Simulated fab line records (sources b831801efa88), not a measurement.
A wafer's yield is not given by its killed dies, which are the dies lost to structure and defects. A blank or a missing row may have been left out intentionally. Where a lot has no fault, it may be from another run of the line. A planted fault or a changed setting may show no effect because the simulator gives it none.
fab line records	flow sky130
record lots=13	wafers=39	last_day=50
route steps=708 shown LOCAL_INTERCONNECT@387 CONTACT@411 PAD_OPEN@708
lots untouched by any fault: they come from a run of this same line in which no faults occurred
start_h: start of the lot's first displayed wafer, in hours after the record's first day	wait_h: hours since the lot's step before	" as in the row above	L1.1+2: a single row standing in for several wafers	- no value, or no start was given	* or withheld: withheld	< > ~ a bound
route shown NAME@n: a module of which the file shows steps, and the number in the route of the first	usual: mean and standard deviation over wafers with no fault	same: alike in all rows	chamber/n: place in a boat	sites: per-site readings	_std_site: standard deviation of those values	_edge_site: outer sites' mean less inner sites'	radius_mm: for every site, how far away it sits from the centre of the wafer	mask NAME#n: copy n	behind: the most recent tool/chamber to have shaped the wafer	hold: reason for holding the lot/hours on hold/outcome of the hold	device: the transistor (n, p or np) that didn't switch	end of line: the tests these same wafers got at the end of their route	a step given without rows: its recipe and nothing more	killed: dies that structure and defects cost at the first sort, which is not the same as the wafer's yield	map: shows each die of a wafer: x if killed, . if not, _ if none is there
set.NAME: the setting as run; set.NAME@STEP: as run at that earlier step	model.NAME: the simulator's own value behind a step, which no gauge read
the route's steps for a sample of lots (tables are steps, rows are wafers)
services: the hour from which a tool's chamber was out of use, counted from the record's first day as start_h (under 0 if before that day), plus the number of hours and why
## steps
# step SKY_LOCAL_INTERCONNECT_SPUTTER_00
# recipe material=TiN	target_thk_nm=100	temp_c=300	power_w=6500	time_s=83.3	chamber_pressure_pa=0.4
# usual throttle_valve_pct=30.0/1.1
lot.wafer	tool	chamber	start_h	wait_h	throttle_valve_pct
L565.3	pvd_sputter-01	-	697.20	0.1	29.0
L565.4	"	-	"	"	31.2
L565.6	"	-	"	"	29.1
L569.3	pvd_sputter-03	-	729.10	0.1	29.3
L569.4	"	-	"	"	28.9
L569.6	"	-	"	"	28.5
L570.1	pvd_sputter-02	-	732.01	0.1	29.2
L570.3	"	-	"	"	31.8
L570.5	"	-	"	"	31.7
L571.1	pvd_sputter-03	-	738.30	0.1	31.3
L571.3	"	-	"	"	28.7
L571.5	"	-	"	"	31.1
L572.1	pvd_sputter-03	-	742.81	0.1	28.6
L572.3	"	-	"	"	29.4
L572.5	"	-	"	"	28.4
L575.1	pvd_sputter-01	-	764.96	0.2	31.4
L575.5	"	-	"	"	29.0
L575.6	"	-	"	"	31.3
L576.3	pvd_sputter-03	-	769.01	0.2	30.9
L576.4	"	-	"	"	31.2
L576.6	"	-	"	"	28.6
L577.1	pvd_sputter-02	-	774.11	0.1	28.9
L577.4	"	-	"	"	31.8
L577.6	"	-	"	"	29.1
L578.1	pvd_sputter-01	-	790.27	0.2	29.2
L578.5	"	-	"	"	31.4
L578.6	"	-	"	"	31.4
L579.1	pvd_sputter-01	-	794.20	0.1	29.0
L579.3	"	-	"	"	31.4
L579.6	"	-	"	"	31.3
L583.1	pvd_sputter-03	-	836.21	0.2	30.9
L583.2	"	-	"	"	29.4
L583.6	"	-	"	"	31.0
L584.1	pvd_sputter-03	-	850.96	0.1	29.3
L584.4	"	-	"	"	31.0
L584.6	"	-	"	"	31.1
L585.2	pvd_sputter-02	-	854.36	0.2	29.1
L585.5	"	-	"	"	28.8
L585.6	"	-	"	"	31.5
# step SKY_LOCAL_INTERCONNECT_ETCH_13
# recipe chemistry=N2/H2	target=BARC	ion_energy_ev=200	bias_w=100	pressure_mtorr=30	n2_flow_sccm=100	h2_flow_sccm=200	icp_w=500	stop_on=SiO2	time_s=45.9	target_depth_a=600
# usual drypump_motor_current_A=5.62/0.15	oes_product_au=0.854/0.005	throttle_valve_pct=13.224/0.0091
lot.wafer	tool	chamber	start_h	wait_h	drypump_motor_current_A	oes_product_au	rf_hours_counter_h	throttle_valve_pct
L565.3	rie_metal-03	0	724.16	0.0	5.65	0.858	-	13.240
L565.4	"	1	"	"	5.77	0.859	-	13.237
L565.6	"	0	"	"	5.66	0.852	-	13.222
L569.3	rie_metal-01	0	756.51	0.0	5.20	0.862	-	13.217
L569.4	"	1	"	"	5.78	0.847	-	13.215
L569.6	"	1	"	"	5.79	0.853	-	13.215
L570.1	rie_metal-03	0	759.44	0.0	5.66	0.859	6	13.233
L570.3	"	1	"	"	5.74	0.853	-	13.230
L570.5	"	1	"	"	5.79	0.849	-	13.230
L571.1	rie_metal-03	1	765.39	0.0	5.76	0.856	4	13.219
L571.3	"	0	"	"	5.62	0.854	-	13.219
L571.5	"	1	"	"	5.77	0.859	-	13.218
L572.1	rie_metal-04	0	769.49	0.0	5.63	0.853	9	13.223
L572.3	"	1	"	"	5.51	0.853	-	13.222
L572.5	"	1	"	"	5.53	0.852	-	13.244
L575.1	rie_metal-01	1	792.54	0.0	5.80	0.853	4	13.236
L575.5	"	0	"	"	5.18	0.861	-	13.238
L575.6	"	1	"	"	5.79	0.848	-	13.242
L576.3	rie_metal-04	0	795.26	0.0	5.64	0.854	-	13.217
L576.4	"	1	"	"	5.49	0.856	-	13.214
L576.6	"	0	"	"	5.63	0.855	-	13.232
L577.1	rie_metal-04	0	800.59	0.0	5.65	0.855	10	13.215
L577.4	"	1	"	"	5.53	0.853	-	13.237
L577.6	"	0	"	"	5.65	0.860	-	13.231
L578.1	rie_metal-03	0	816.53	0.0	5.61	0.855	9	13.230
L578.5	"	0	"	"	5.63	0.858	-	13.219
L578.6	"	0	"	"	5.62	0.850	-	13.210
L579.1	rie_metal-03	0	820.74	0.0	5.67	0.856	9	13.237
L579.3	"	0	"	"	5.65	0.852	-	13.224
L579.6	"	1	"	"	5.75	0.854	-	13.218
L583.1	rie_metal-03	0	861.84	0.0	5.64	0.858	11	13.233
L583.2	"	1	"	"	5.72	0.858	8	13.225
L583.6	"	0	"	"	5.64	0.861	-	13.238
L584.1	rie_metal-01	1	876.79	0.0	5.78	0.861	7	13.222
L584.4	"	0	"	"	5.19	0.848	-	13.213
L584.6	"	1	"	"	5.81	0.854	-	13.233
L585.2	rie_metal-03	0	880.74	0.0	5.64	0.845	12	13.224
L585.5	"	1	"	"	5.75	0.853	-	13.233
L585.6	"	0	"	"	5.64	0.856	-	13.233
# step SKY_CONTACT_BOW_MEAS_05
# recipe mode=bow
# usual CONTACT_BOW=82/7.5
lot.wafer	tool	chamber	start_h	wait_h	CONTACT_BOW[um]
L565.3	film_metro-04	-	725.42	0.3	73
L565.4	"	-	"	"	83
L565.6	"	-	"	"	89
L569.3	film_metro-04	-	757.76	0.3	80
L569.4	"	-	"	"	77
L569.6	"	-	"	"	72
L570.1	film_metro-02	-	760.67	0.1	80
L570.3	"	-	"	"	73
L570.5	"	-	"	"	91
L571.1	film_metro-02	-	766.62	0.2	83
L571.3	"	-	"	"	87
L571.5	"	-	"	"	86
L572.1	film_metro-02	-	770.72	0.2	70
L572.3	"	-	"	"	70
L572.5	"	-	"	"	88
L575.1	film_metro-04	-	793.84	0.1	85
L575.5	"	-	"	"	79
L575.6	"	-	"	"	88
L576.3	film_metro-01	-	796.52	0.3	79
L576.4	"	-	"	"	85
L576.6	"	-	"	"	67
L577.1	film_metro-01	-	801.86	0.2	82
L577.4	"	-	"	"	79
L577.6	"	-	"	"	75
L578.1	film_metro-04	-	817.87	0.2	91
L578.5	"	-	"	"	87
L578.6	"	-	"	"	81
L579.1	film_metro-04	-	822.01	0.1	74
L579.3	"	-	"	"	87
L579.6	"	-	"	"	84
L583.1	film_metro-04	-	863.08	0.1	74
L583.2	"	-	"	"	82
L583.6	"	-	"	"	78
L584.1	film_metro-02	-	878.02	0.2	91
L584.4	"	-	"	"	81
L584.6	"	-	"	"	97
L585.2	film_metro-01	-	882.05	0.2	72
L585.5	"	-	"	"	92
L585.6	"	-	"	"	81
# step SKY_CONTACT_SOFTBAKE_10
# recipe temp_c=100	time_s=90	resist=KrF-thick
# usual chill_plate_temp_C=22.98/0.12	heater_power_total_W=57.35/0.12	run_length_s=119.26/0.12
lot.wafer	tool	chamber	start_h	wait_h	chill_plate_temp_C	heater_power_total_W	run_length_s
L565.3	litho_track-04	0	739	-	22.97	57.34	119.33
L565.4	"	0	"	"	22.95	57.24	119.26
L565.6	"	0	"	"	22.86	57.30	119.16
L569.3	litho_track-02	0	771	-	23.14	57.24	119.46
L569.4	"	0	"	"	22.92	57.43	119.42
L569.6	"	0	"	"	22.93	57.37	119.30
L570.1	litho_track-04	0	773	-	22.84	57.36	119.19
L570.3	"	0	774	-	22.93	57.29	119.53
L570.5	"	0	"	"	22.89	57.55	119.16
L571.1	litho_track-04	0	781	-	22.90	57.23	119.23
L571.3	"	0	"	"	22.98	57.47	119.41
L571.5	"	0	"	"	22.93	57.20	119.15
L572.1	litho_track-02	0	784	-	23.08	57.22	119.22
L572.3	"	0	"	"	22.97	57.43	119.32
L572.5	"	0	"	"	23.18	57.54	119.15
L575.1	litho_track-04	0	807	-	22.86	59.84	107.92
L575.5	"	0	"	"	22.79	57.45	119.34
L575.6	"	0	"	"	22.79	59.95	107.90
L576.3	litho_track-02	0	810	-	23.01	57.35	119.23
L576.4	"	0	"	"	22.97	57.26	119.35
L576.6	"	0	"	"	22.99	57.29	119.51
L577.1	litho_track-04	0	815	-	22.99	59.81	108.06
L577.4	"	0	"	"	22.90	57.39	119.22
L577.6	"	0	"	"	22.81	59.71	107.82
L578.1	litho_track-04	0	830	-	22.92	59.76	107.91
L578.5	"	0	"	"	23.07	57.22	119.32
L578.6	"	0	"	"	22.94	59.71	107.88
L579.1	litho_track-01	0	834	-	22.90	57.22	119.03
L579.3	"	0	"	"	23.07	57.22	119.22
L579.6	"	0	"	"	22.99	57.49	119.11
L583.1	litho_track-02	0	876	-	22.77	57.39	119.14
L583.2	"	0	"	"	22.92	57.20	119.39
L583.6	"	0	"	"	22.72	57.47	119.50
L584.1	litho_track-01	0	890	-	22.99	57.43	119.20
L584.4	"	0	"	"	22.89	57.28	119.40
L584.6	"	0	"	"	23.02	57.14	119.19
L585.2	litho_track-02	0	894	-	22.88	57.41	119.15
L585.5	"	0	"	"	22.87	57.18	119.33
L585.6	"	0	895	-	23.00	57.25	119.29
# step SKY_PAD_OPEN_PROBE_99
# usual killed_at_M0_to_M3=44/7.2	killed_at_M4_up=3.1/1.7	killed_at_contacts=25/5.1	killed_at_front_end=14/4.6	killed_at_other=0.3/0.59	killed_dies=86/9.6	killed_on_rim=17/4.1	killed_open=47/7.4	killed_short=39/6
# same gross_dies=492	killed_at_back_side=0
lot.wafer	tool	chamber	start_h	wait_h	killed_at_M0_to_M3	killed_at_M4_up	killed_at_contacts	killed_at_front_end	killed_at_other	killed_dies	killed_on_rim	killed_open	killed_short
L565.3	prober-02	-	1086.97	0.2	45	3	25	20	1	94	16	50	44
L565.4	prober-02	-	1087.02	0.2	45	3	30	11	0	89	17	51	38
L565.6	prober-02	-	1087.12	0.2	37	5	26	12	0	80	20	54	26
L569.3	prober-02	-	1109.80	0.2	42	3	20	7	0	72	19	37	35
L569.4	prober-02	-	1109.85	0.2	39	3	20	10	0	72	8	46	26
L569.6	prober-02	-	1109.95	0.2	49	3	23	10	0	85	21	54	31
L570.1	prober-01	-	1112.60	0.1	45	3	25	10	0	83	15	50	33
L570.3	prober-01	-	1112.70	0.2	59	5	24	9	3	100	18	48	52
L570.5	prober-01	-	1112.80	0.2	24	6	23	18	0	71	13	34	37
L571.1	prober-02	-	1117.95	0.1	45	2	18	6	0	71	18	41	30
L571.3	prober-02	-	1118.05	0.2	48	3	19	15	0	85	8	48	37
L571.5	prober-02	-	1118.15	0.2	50	2	34	17	1	104	16	59	45
L572.1	prober-01	-	1120.60	0.1	46	3	28	25	1	103	24	60	43
L572.3	prober-01	-	1120.70	0.2	36	6	32	17	0	91	18	47	44
L572.5	prober-01	-	1120.80	0.2	36	2	43	13	1	95	18	48	47
L575.1	prober-02	-	1140.13	0.1	45	2	24	12	0	83	16	35	48
L575.5	prober-02	-	1140.33	0.2	46	3	27	8	0	84	20	43	41
L575.6	prober-02	-	1140.38	0.2	33	1	24	18	0	76	14	44	32
L576.3	prober-01	-	1140.27	0.2	37	3	15	19	0	74	16	33	41
L576.4	prober-01	-	1140.32	0.2	44	1	31	10	0	86	15	45	41
L576.6	prober-01	-	1140.42	0.2	50	3	23	16	1	93	20	54	39
L577.1	prober-02	-	1143.56	0.1	62	4	16	11	0	93	15	52	41
L577.4	prober-02	-	1143.71	0.2	54	1	19	17	0	91	15	55	36
L577.6	prober-02	-	1143.81	0.2	35	3	31	14	0	83	17	47	36
L578.1	prober-01	-	1157.48	0.1	44	0	25	17	0	86	15	56	30
L578.5	prober-01	-	1157.68	0.2	39	2	25	18	0	84	17	51	33
L578.6	prober-01	-	1157.73	0.2	52	1	20	11	0	84	20	45	39
L579.1	prober-02	-	1158.98	0.1	38	4	22	14	0	78	14	39	39
L579.3	prober-02	-	1159.08	0.2	53	4	29	12	1	99	19	47	52
L579.6	prober-02	-	1159.23	0.2	42	3	20	14	0	79	15	48	31
L583.1	prober-02	-	1183.00	0.1	39	4	23	21	0	87	15	49	38
L583.2	prober-02	-	1183.05	0.1	42	4	31	24	1	102	15	63	39
L583.6	prober-02	-	1183.25	0.2	43	6	26	16	0	91	27	56	35
L584.1	prober-01	-	1194.15	0.1	47	4	30	17	1	99	22	49	50
L584.4	prober-01	-	1194.30	0.2	37	4	26	21	0	88	19	37	51
L584.6	prober-01	-	1194.40	0.2	56	2	18	20	0	96	16	59	37
L585.2	prober-01	-	1196.01	0.1	38	3	21	12	0	74	19	42	32
L585.5	prober-01	-	1196.16	0.2	44	2	24	7	0	77	21	45	32
L585.6	prober-01	-	1196.21	0.2	38	5	22	14	0	79	13	44	35
# killed by level:class
L565.3 VIA1:geometric_particle:open=12 FIELD_ISO:geometric_particle:short=9 CONTACT:geometric_particle:open=9 VIA3:geometric_particle:open=8 LI_CONTACT:geometric_particle:open=7 VIA2:geometric_particle:open=7 VIA3:geometric_particle:short=6 POLY_GATE:geometric_particle:short=4
L565.4 CONTACT:geometric_particle:open=13 VIA1:geometric_particle:open=10 VIA2:geometric_particle:open=10 CONTACT:geometric_particle:short=6 LI_CONTACT:geometric_particle:open=6 METAL1:geometric_particle:short=5 VIA1:geometric_particle:short=5 METAL2:geometric_particle:short=4
L565.6 VIA1:geometric_particle:open=13 CONTACT:geometric_particle:open=12 VIA2:geometric_particle:open=7 FIELD_ISO:geometric_particle:open=6 LI_CONTACT:geometric_particle:open=6 CONTACT:geometric_particle:short=4 METAL4:geometric_particle:short=4 VIA3:geometric_particle:open=4
L569.3 VIA1:geometric_particle:open=9 METAL1:geometric_particle:short=8 CONTACT:geometric_particle:open=6 VIA3:geometric_particle:open=6 CONTACT:geometric_particle:short=6 VIA1:geometric_particle:short=6 LOCAL_INTERCONNECT:geometric_particle:short=5 VIA2:geometric_particle:open=4
L569.4 VIA1:geometric_particle:open=12 CONTACT:geometric_particle:open=9 LI_CONTACT:geometric_particle:open=6 VIA2:geometric_particle:open=6 VIA2:geometric_particle:short=5 METAL1:geometric_particle:short=4 METAL2:geometric_particle:short=4 FIELD_ISO:geometric_particle:open=3
L569.6 VIA2:geometric_particle:open=11 VIA1:geometric_particle:open=10 LI_CONTACT:geometric_particle:open=7 CONTACT:geometric_particle:open=7 VIA1:geometric_particle:short=6 METAL2:geometric_particle:short=5 VIA3:geometric_particle:open=5 FIELD_ISO:geometric_particle:open=4
L570.1 VIA1:geometric_particle:open=9 CONTACT:geometric_particle:open=9 VIA1:geometric_particle:short=8 METAL2:geometric_particle:short=7 FIELD_ISO:geometric_particle:open=6 LI_CONTACT:geometric_particle:open=6 VIA3:geometric_particle:open=6 VIA2:geometric_particle:open=4
L570.3 VIA1:geometric_particle:open=15 METAL2:geometric_particle:short=12 CONTACT:geometric_particle:open=8 METAL1:geometric_particle:short=7 LI_CONTACT:geometric_particle:open=5 LOCAL_INTERCONNECT:geometric_particle:short=5 VIA1:geometric_particle:short=5 METAL2:geometric_particle:open=4
L570.5 VIA1:geometric_particle:open=9 LI_CONTACT:geometric_particle:open=7 FIELD_ISO:geometric_particle:short=6 CONTACT:geometric_particle:open=6 CONTACT:geometric_particle:short=5 FIELD_ISO:geometric_particle:open=4 POLY_GATE:geometric_particle:short=4 METAL4:geometric_particle:short=4
L571.1 VIA2:geometric_particle:open=10 VIA1:geometric_particle:open=9 LI_CONTACT:geometric_particle:open=8 VIA1:geometric_particle:short=7 METAL2:geometric_particle:short=7 VIA3:geometric_particle:open=6 CONTACT:geometric_particle:open=4 LOCAL_INTERCONNECT:geometric_particle:short=3
L571.3 VIA1:geometric_particle:open=10 VIA1:geometric_particle:short=7 CONTACT:geometric_particle:open=6 VIA2:geometric_particle:open=6 FIELD_ISO:geometric_particle:short=5 FIELD_ISO:geometric_particle:open=5 LI_CONTACT:geometric_particle:open=5 VIA3:geometric_particle:open=5
L571.5 CONTACT:geometric_particle:open=12 LI_CONTACT:geometric_particle:open=8 CONTACT:geometric_particle:short=8 VIA1:geometric_particle:open=8 VIA2:geometric_particle:open=8 VIA3:geometric_particle:open=8 METAL2:geometric_particle:short=7 FIELD_ISO:geometric_particle:open=6
L572.1 CONTACT:geometric_particle:open=11 VIA1:geometric_particle:open=11 VIA2:geometric_particle:open=10 LOCAL_INTERCONNECT:geometric_particle:short=9 SPACER:geometric_particle:short=5 METAL1:geometric_particle:short=5 FIELD_ISO:geometric_particle:open=4 SPACER:geometric_particle:open=4
L572.3 CONTACT:geometric_particle:open=12 LI_CONTACT:geometric_particle:open=9 METAL1:geometric_particle:short=8 METAL1:geometric_particle:open=6 VIA2:geometric_particle:open=6 FIELD_ISO:geometric_particle:short=5 CONTACT:geometric_particle:short=5 VIA1:geometric_particle:open=5
L572.5 CONTACT:geometric_particle:open=13 LI_CONTACT:geometric_particle:open=10 CONTACT:geometric_particle:short=10 LOCAL_INTERCONNECT:geometric_particle:short=8 VIA1:geometric_particle:open=8 FIELD_ISO:geometric_particle:short=6 METAL3:geometric_particle:short=6 METAL1:geometric_particle:short=4
L575.1 METAL2:geometric_particle:short=9 CONTACT:geometric_particle:open=9 VIA1:geometric_particle:open=7 VIA2:geometric_particle:open=6 METAL1:geometric_particle:short=5 VIA3:geometric_particle:short=5 FIELD_ISO:geometric_particle:open=4 LI_CONTACT:geometric_particle:open=4
L576.3 VIA1:geometric_particle:open=9 LI_CONTACT:geometric_particle:open=8 FIELD_ISO:geometric_particle:short=7 METAL2:geometric_particle:short=6 METAL1:geometric_particle:short=5 VIA1:geometric_particle:short=5 FIELD_ISO:geometric_particle:open=3 POLY_GATE:geometric_particle:short=3
L576.4 CONTACT:geometric_particle:open=13 VIA1:geometric_particle:open=9 CONTACT:geometric_particle:short=7 METAL1:geometric_particle:short=7 LI_CONTACT:geometric_particle:open=6 VIA2:geometric_particle:open=5 VIA3:geometric_particle:open=5 VIA3:geometric_particle:short=5
L575.5 CONTACT:geometric_particle:open=12 METAL2:geometric_particle:short=9 VIA3:geometric_particle:open=6 METAL1:geometric_particle:short=6 VIA1:geometric_particle:open=6 VIA2:geometric_particle:open=6 CONTACT:geometric_particle:short=5 LOCAL_INTERCONNECT:geometric_particle:short=4
L575.6 VIA1:geometric_particle:open=14 POLY_GATE:geometric_particle:short=8 LI_CONTACT:geometric_particle:open=8 CONTACT:geometric_particle:open=6 METAL1:geometric_particle:short=5 VIA2:geometric_particle:open=5 LOCAL_INTERCONNECT:geometric_particle:short=4 CONTACT:geometric_particle:short=4
L576.6 CONTACT:geometric_particle:open=10 VIA3:geometric_particle:open=10 VIA1:geometric_particle:open=9 VIA2:geometric_particle:open=8 VIA2:geometric_particle:short=6 FIELD_ISO:geometric_particle:short=5 METAL1:geometric_particle:short=5 LI_CONTACT:geometric_particle:short=4
L577.1 VIA1:geometric_particle:open=12 CONTACT:geometric_particle:open=12 VIA3:geometric_particle:open=9 METAL2:geometric_particle:short=8 VIA2:geometric_particle:open=8 VIA1:geometric_particle:short=6 VIA2:geometric_particle:short=5 METAL1:geometric_particle:short=4
L577.4 VIA1:geometric_particle:open=14 CONTACT:geometric_particle:open=11 VIA2:geometric_particle:open=8 METAL1:geometric_particle:short=7 VIA1:geometric_particle:short=6 SPACER:geometric_particle:open=5 POLY_GATE:geometric_particle:short=4 VIA2:geometric_particle:short=4
L577.6 CONTACT:geometric_particle:open=17 METAL2:geometric_particle:short=7 VIA3:geometric_particle:open=7 VIA1:geometric_particle:open=6 FIELD_ISO:geometric_particle:open=5 CONTACT:geometric_particle:short=5 VIA3:geometric_particle:short=5 LI_CONTACT:geometric_particle:open=4
L578.1 LI_CONTACT:geometric_particle:open=10 CONTACT:geometric_particle:open=9 VIA1:geometric_particle:open=9 VIA2:geometric_particle:open=9 METAL1:geometric_particle:short=6 FIELD_ISO:geometric_particle:open=4 VIA1:geometric_particle:short=4 POLY_GATE:geometric_particle:short=3
L578.5 VIA1:geometric_particle:open=11 LI_CONTACT:geometric_particle:open=9 CONTACT:geometric_particle:open=9 VIA1:geometric_particle:short=6 VIA3:geometric_particle:open=6 FIELD_ISO:geometric_particle:short=4 POLY_GATE:geometric_particle:short=4 POLY_GATE:geometric_particle:open=4
L578.6 VIA1:geometric_particle:open=14 VIA2:geometric_particle:open=9 VIA1:geometric_particle:short=9 LOCAL_INTERCONNECT:geometric_particle:short=6 METAL1:geometric_particle:short=6 LI_CONTACT:geometric_particle:open=5 FIELD_ISO:geometric_particle:open=4 VIA3:geometric_particle:open=4
L579.1 VIA3:geometric_particle:open=10 VIA1:geometric_particle:open=7 LI_CONTACT:geometric_particle:open=6 CONTACT:geometric_particle:open=5 METAL1:geometric_particle:short=5 VIA1:geometric_particle:short=5 POLY_GATE:geometric_particle:short=4 METAL4:geometric_particle:short=4
L579.3 CONTACT:geometric_particle:open=13 METAL1:geometric_particle:short=12 LOCAL_INTERCONNECT:geometric_particle:short=7 VIA1:geometric_particle:open=7 METAL2:geometric_particle:short=7 VIA2:geometric_particle:short=6 LI_CONTACT:geometric_particle:open=5 METAL3:geometric_particle:short=5
L579.6 VIA1:geometric_particle:open=10 VIA2:geometric_particle:open=9 CONTACT:geometric_particle:open=8 VIA3:geometric_particle:open=7 METAL3:geometric_particle:short=5 LI_CONTACT:geometric_particle:open=5 FIELD_ISO:geometric_particle:open=4 POLY_GATE:geometric_particle:open=3
L583.1 VIA1:geometric_particle:open=11 CONTACT:geometric_particle:open=7 FIELD_ISO:geometric_particle:open=6 VIA3:geometric_particle:open=6 LI_CONTACT:geometric_particle:open=5 METAL2:geometric_particle:short=5 METAL1:geometric_particle:short=4 POLY_GATE:geometric_particle:short=4
L583.2 VIA1:geometric_particle:open=10 FIELD_ISO:geometric_particle:open=9 CONTACT:geometric_particle:open=9 LI_CONTACT:geometric_particle:open=7 POLY_GATE:geometric_particle:open=6 LOCAL_INTERCONNECT:geometric_particle:short=6 METAL2:geometric_particle:short=6 CONTACT:geometric_particle:short=6
L583.6 VIA1:geometric_particle:open=13 CONTACT:geometric_particle:open=12 VIA2:geometric_particle:open=7 LI_CONTACT:geometric_particle:open=6 METAL2:geometric_particle:short=5 CONTACT:geometric_particle:short=4 VIA3:geometric_particle:open=4 METAL4:geometric_particle:short=4
L584.1 VIA1:geometric_particle:open=15 VIA3:geometric_particle:open=8 LOCAL_INTERCONNECT:geometric_particle:short=8 CONTACT:geometric_particle:short=7 POLY_GATE:geometric_particle:open=6 METAL2:geometric_particle:short=6 LI_CONTACT:geometric_particle:short=5 LI_CONTACT:geometric_particle:open=5
L584.4 CONTACT:geometric_particle:open=12 FIELD_ISO:geometric_particle:short=6 CONTACT:geometric_particle:short=6 METAL2:geometric_particle:short=6 METAL1:geometric_particle:short=6 VIA3:geometric_particle:open=6 FIELD_ISO:geometric_particle:open=5 POLY_GATE:geometric_particle:short=5
L584.6 VIA3:geometric_particle:open=11 VIA1:geometric_particle:open=10 CONTACT:geometric_particle:open=8 METAL1:geometric_particle:short=8 VIA2:geometric_particle:open=8 FIELD_ISO:geometric_particle:open=5 LI_CONTACT:geometric_particle:open=5 VIA3:geometric_particle:short=5
L585.2 VIA2:geometric_particle:open=9 VIA1:geometric_particle:open=7 LI_CONTACT:geometric_particle:open=6 CONTACT:geometric_particle:open=6 METAL1:geometric_particle:short=5 VIA3:geometric_particle:open=5 LI_CONTACT:geometric_particle:short=4 CONTACT:geometric_particle:short=4
L585.5 VIA1:geometric_particle:open=11 LI_CONTACT:geometric_particle:open=9 CONTACT:geometric_particle:open=8 VIA2:geometric_particle:open=8 METAL1:geometric_particle:short=5 VIA1:geometric_particle:short=5 LI_CONTACT:geometric_particle:short=4 VIA3:geometric_particle:open=4
L585.6 VIA1:geometric_particle:open=12 CONTACT:geometric_particle:open=9 VIA2:geometric_particle:open=8 POLY_GATE:geometric_particle:short=6 VIA1:geometric_particle:short=5 POLY_GATE:geometric_particle:open=4 LI_CONTACT:geometric_particle:short=4 LI_CONTACT:geometric_particle:open=4
## services
tool	chamber	start_h	hours	kind
rie_metal-01	-	681.01	1.2	repair
pvd_sputter-02	-	710.60	5.0	repair
rie_metal-04	-	756.29	1.4	pm
rie_metal-03	1	807.25	12.8	repair
rie_metal-01	-	824.38	2.8	pm
pvd_sputter-01	-	827.98	10.1	repair
rie_metal-04	0	830.44	20.5	repair
rie_metal-01	0	841.92	1.0	repair
pvd_sputter-01	-	850.88	5.4	repair
pvd_sputter-03	-	862.52	24.1	repair
rie_metal-04	1	886.57	9.0	repair
rie_metal-03	-	886.91	5.7	repair
## key
first_sign step=SKY_CONTACT_SOFTBAKE_10	reading=run_length_s	direction=down	sigmas=96	usual=*	struck=*
effect step=SKY_CONTACT_SOFTBAKE_10	reading=heater_power_total_W	direction=up	sigmas=21	usual=*	struck=*
met_at SKY_CONTACT_SOFTBAKE_10
struck_lots L575,L577,L578
struck_wafers L575.1,L575.6,L577.1,L577.6,L578.1,L578.6
tester_left_out L575,L577,L578
not_acting_at SKY_LOCAL_INTERCONNECT_SPUTTER_00,SKY_LOCAL_INTERCONNECT_ETCH_13,SKY_CONTACT_BOW_MEAS_05
onset_between 781 807
fault kind=process_parameter_drift	tool=litho_track-04	chamber=-	onset_h=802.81	steps=SKY_CONTACT_SOFTBAKE_10	channel=time_s	offset=*	shape=step	end_h=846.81	scope=struck_wafers_only	acts_in=*	stated=*
# tester_left_out: of these lots the tester's yield and bins aren't shown, on N5 and GAA mostly nor the transistor test; their killed dies are dies lost to structure and defects alone, not to doping, threshold or leakage, so they don't give the yield
